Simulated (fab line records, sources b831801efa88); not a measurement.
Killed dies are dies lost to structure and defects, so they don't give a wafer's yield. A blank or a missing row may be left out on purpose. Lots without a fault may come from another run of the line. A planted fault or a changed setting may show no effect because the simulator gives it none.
Chamber matching | flow sky130 | SKY_VIA1_CMP_24 on cmp-02: 4 sister chambers
The step polishes, stops on SiO2, t overpolish 15 s, target thk 0 nm. 4 wafers are shown with their chamber, then 7 later ones without.

WAFERS WITH THEIR CHAMBER
wafer  | chamber | motor_current_A (A)
L828.2 | 1       | 10.5
L828.5 | 2       | 11.6
L831.1 | 0       | 13.3
L831.2 | 3       | 9.2

WAFERS WITHOUT THEIR CHAMBER
wafer  | motor_current_A (A)
L831.3 | 11.0
L834.1 | 9.4
L834.2 | 10.3
L834.5 | 11.9
L837.1 | 12.8
L837.5 | 9.2
L841.1 | 11.5

WHICH CHAMBER EACH WENT THROUGH
wafer  | from the rows above     | in truth
L831.3 | can't be placed: 1 or 2 | 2
L834.1 | 3                       | 3
L834.2 | 1                       | 1
L834.5 | 2                       | 2
L837.1 | 0                       | 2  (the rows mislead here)
L837.5 | 3                       | 3
L841.1 | 2                       | 2
Placed correctly: 5 of 7. Can't be placed from these rows: 1 (the true chamber is among the candidates in 1). Placed wrongly: 1.
How it was worked out, from the rows above alone: a wafer's distance from a chamber is the root of the sum, over the readings, of the square of ((its reading less the chamber's mean) divided by the reading's scatter). The wafer belongs to the nearest chamber; if the next one is less than 2 further off, it can't be placed. A chamber's mean is the mean of its shown wafers. The scatter: with one shown wafer a chamber, the root of the mean of the squares of how far each hidden wafer lies from its nearest shown one.
